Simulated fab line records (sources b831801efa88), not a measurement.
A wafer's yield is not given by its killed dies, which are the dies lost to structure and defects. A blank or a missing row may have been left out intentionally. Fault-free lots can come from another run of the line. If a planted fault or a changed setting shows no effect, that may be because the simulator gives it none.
Struck lot and sound lot, side by side ; flow sfqLine ; 42 out of 325 route steps
Sound: these wafers, L723.1, L723.3, L723.5. Struck: wafers L736.1, L736.3. Last of all comes the cause.
At each step with rows: each side's tool, then ch and its chambers, then its first start. Under that, the readings that differ: sound wafers ; struck wafers ; difference of the means ; sigmas: that difference in standard deviations of wafers without a fault.
alike: same words and numbers on both sides, and readings whose means sit less than 2 such deviations apart. not compared: any withheld reading, any reading some wafer has no value for, any bound like >300 that may hide the same value, and any number with overlapping values for which the record gives no deviation.
A row with sigmas, a row that says differs or no value, or rows on one side alone: a step with any of these is where the two part. Non-overlapping numbers with no deviation appear without sigmas and do not part them. Lack of a reading on every wafer of one side parts them only where that side has two or more wafers.

first, 6 steps without rows for these wafers: SFQ_TRILAYER_M2_LITHO_COAT_062 (resist thk 62 nm); SFQ_TRILAYER_M2_LITHO_COAT_057 (resist thk 600 nm); SFQ_TRILAYER_M2_LITHO_SOFTBAKE_061; SFQ_TRILAYER_M2_LITHO_EXPOSE_058 (exposes mask M2, target cd 500 nm); SFQ_TRILAYER_M2_LITHO_PEB_060 (peb time 60 s); SFQ_TRILAYER_M2_LITHO_DEVELOP_059 (time 60 s).
SFQ_M2_OVL_MEAS_916:
  sound on overlay-01, day 23 10:43; struck on overlay-01, day 35 07:31
  alike: M2_OVL
SFQ_TRILAYER_M2_BARC_OPEN_METAL_ETCH_077: etches BARC in O2, target depth 125 nm, time 41.7 s.
  sound on rieMetal-03 ch 0,1, day 23 10:45; struck on rieMetal-04 ch 0, day 35 07:32
reading;sound;struck;difference;sigmas
biasW (W);80.26 80.31 80.44;79.79 79.47;-0.71;-3
  alike: chamberPressureMTorr, drypumpMotorCurrentA, oesProductAu
  not compared: rfHoursCounterH
then, 1 step without rows for these wafers: SFQ_TRILAYER_M2_ETCH_METAL_ETCH_060 (etches Nb in Cl2/Ar, stops on SiO2, target depth 240 nm, time 120 s).
SFQ_TRILAYER_M2_STRIP_STRIP_061: strips in O2.
  sound on rieMetal-03 ch 0,1, day 23 10:56; struck on rieMetal-04 ch 0, day 35 07:44
  alike: chamberPressureMTorr, drypumpMotorCurrentA, oesProductAu
  not compared: rfHoursCounterH
then, 2 steps without rows for these wafers: SFQ_TRILAYER_M2_STRIP_SOLV_CLEAN_062 (cleans in NMP, time 600 s); SFQ_TRILAYER_I2_DEP_PECVD_063 (deposits SiO2 from SiH4/N2O, time 111.11 s, target thk 500 nm).
SFQ_TRILAYER_I2_CMP_CMP_064: polishes SiO2.
  sound on cmp-01 ch 0,2, day 23 12:17; struck on cmp-01 ch 1,2, day 35 12:47
reading;sound;struck;difference;sigmas
model.SiO2_of_TRILAYER_I2_DEP_PECVD_063.thkNm (nm);201.6 201.5 201.8;221.2 220.1;+19.0;
  alike: headPressurePsi, motorCurrentA, timeToEndpointS
SFQ_I2_BOW_MEAS_917:
  sound on filmMetro-01, day 23 14:47; struck on filmMetro-02, day 35 15:47
reading;sound;struck;difference;sigmas
I2_BOW (um);10 10 7;-7 -16;-20;-3
SFQ_TRILAYER_I2_METRO_MEASURE_065:
  sound on filmMetro-01, day 23 14:55; struck on filmMetro-02, day 35 15:54
reading;sound;struck;difference;sigmas
thkNm (nm);201.7 201.5 201.9;221.1 220.2;+18.9;+21
then, 6 steps without rows for these wafers: SFQ_TRILAYER_I2_VIA_LITHO_COAT_072 (resist thk 62 nm); SFQ_TRILAYER_I2_VIA_LITHO_COAT_067 (resist thk 650 nm); SFQ_TRILAYER_I2_VIA_LITHO_SOFTBAKE_071; SFQ_TRILAYER_I2_VIA_LITHO_EXPOSE_068 (exposes mask I2, target cd 500 nm); SFQ_TRILAYER_I2_VIA_LITHO_PEB_070 (peb time 60 s); SFQ_TRILAYER_I2_VIA_LITHO_DEVELOP_069 (time 60 s).
-- the record jumps here: 5 days lie between the struck wafers' starts before and after --
SFQ_I2_OVL_MEAS_918:
  sound on overlay-01, day 30 00:28; struck on overlay-02, day 41 01:07
  alike: I2_OVL
then, 1 step without rows for these wafers: SFQ_TRILAYER_I2_VIA_BARC_OPEN_VIA_ETCH_096 (etches BARC in O2, target depth 125 nm, time 41.7 s).
SFQ_TRILAYER_I2_VIA_ETCH_VIA_ETCH_070: etches SiO2 in CHF3, stops on Nb, target depth 260 nm.
  sound on rieDiel-03 ch 0,2, day 30 00:32; struck on rieDiel-03 ch 2,3, day 41 01:11
reading;sound;struck;difference;sigmas
oesProductAu (a.u.);0.863 0.863 0.864;0.900 0.899;+0.036;+7
model.I2.featureDepthNm (nm);201.6 201.5 201.8;221.2 220.1;+19.0;
model.etch.depthNm (nm);201.6 201.5 201.8;221.2 220.1;+19.0;
  alike: biasW, chamberPressureMTorr, drypumpMotorCurrentA
then, 2 steps without rows for these wafers: SFQ_TRILAYER_I2_VIA_STRIP_STRIP_071 (strips in O2); SFQ_TRILAYER_I2_VIA_STRIP_SOLV_CLEAN_072 (cleans in NMP, time 600 s).
SFQ_TRILAYER_M3_DEP_PRE_CLEAN_074: time 22.5 s.
  sound on pvdSputter-06, day 30 01:25; struck on pvdSputter-06, day 41 02:04
reading;sound;struck;difference;sigmas
model.SiO2_of_TRILAYER_I2_DEP_PECVD_063.thkNm (nm);194.1 194 194.3;213.7 212.6;+19.0;
  alike: biasV
then, 1 step without rows for these wafers: SFQ_TRILAYER_M3_DEP_SPUTTER_073 (material Nb, target thk 200 nm, time 133.3 s).
SFQ_M3_RS_MEAS_919: measurement is done with a four-point probe.
  sound on filmMetro-03, day 30 01:32; struck on filmMetro-02, day 41 02:11
  alike: M3_NB_RS
then, 6 steps without rows for these wafers: SFQ_TRILAYER_M3_LITHO_COAT_080 (resist thk 62 nm); SFQ_TRILAYER_M3_LITHO_COAT_075 (resist thk 600 nm); SFQ_TRILAYER_M3_LITHO_SOFTBAKE_079; SFQ_TRILAYER_M3_LITHO_EXPOSE_076 (exposes mask M3, target cd 500 nm); SFQ_TRILAYER_M3_LITHO_PEB_078 (peb time 60 s); SFQ_TRILAYER_M3_LITHO_DEVELOP_077 (time 60 s).
-- the record jumps here: 5 days lie between the struck wafers' starts before and after --
SFQ_M3_OVL_MEAS_921:
  sound on overlay-02, day 35 20:43; struck on overlay-01, day 46 05:46
  alike: M3_OVL
SFQ_TRILAYER_M3_BARC_OPEN_METAL_ETCH_100: etches BARC in O2, target depth 125 nm, time 41.7 s.
  sound on rieMetal-04 ch 0,1, day 35 20:44; struck on rieMetal-04 ch 0,1, day 46 05:48
  alike: biasW, chamberPressureMTorr, drypumpMotorCurrentA, oesProductAu
  not compared: rfHoursCounterH
SFQ_TRILAYER_M3_ETCH_METAL_ETCH_078: etches Nb in Cl2/Ar, stops on SiO2, target depth 240 nm, time 120 s.
  sound on rieMetal-04 ch 0,1, day 35 20:48; struck on rieMetal-04 ch 0,1, day 46 05:52
  alike: biasW, chamberPressureMTorr, drypumpMotorCurrentA, oesProductAu
  not compared: rfHoursCounterH
then, 2 steps without rows for these wafers: SFQ_TRILAYER_M3_STRIP_STRIP_079 (strips in O2); SFQ_TRILAYER_M3_STRIP_SOLV_CLEAN_080 (cleans in NMP, time 600 s).
SFQ_TRILAYER_I3_DEP_PECVD_081: deposits SiO2 from SiH4/N2O, time 111.11 s, target thk 500 nm.
  sound on pecvd-03 ch 0,1, day 35 21:42; struck on pecvd-04 ch 1,2, day 46 06:46
  alike: heaterPowerW, showerheadVppV, throttleValvePct
-- the record jumps here: 35 days lie between the struck wafers' starts before and after --
SFQ_M8_BOW_MEAS_951:
  sound on filmMetro-02, day 75 08:46; struck on filmMetro-01, day 81 01:13
reading;sound;struck;difference;sigmas
model.etest.i2.linkOhm;1.977 1.956 1.956;1.992 1.985;+0.026;
  alike: M8_BOW

== WHERE THEY PART ==
At SFQ_TRILAYER_M2_BARC_OPEN_METAL_ETCH_077 first; at SFQ_TRILAYER_I2_VIA_ETCH_VIA_ETCH_070 last (within this record only). Later steps at which nothing parts them and some readings are alike: SFQ_TRILAYER_M3_DEP_PRE_CLEAN_074, SFQ_M3_RS_MEAS_919, SFQ_M3_OVL_MEAS_921, SFQ_TRILAYER_M3_BARC_OPEN_METAL_ETCH_100, SFQ_TRILAYER_M3_ETCH_METAL_ETCH_078, SFQ_TRILAYER_I3_DEP_PECVD_081, SFQ_M8_BOW_MEAS_951.

WHY: whatever the simulator had introduced
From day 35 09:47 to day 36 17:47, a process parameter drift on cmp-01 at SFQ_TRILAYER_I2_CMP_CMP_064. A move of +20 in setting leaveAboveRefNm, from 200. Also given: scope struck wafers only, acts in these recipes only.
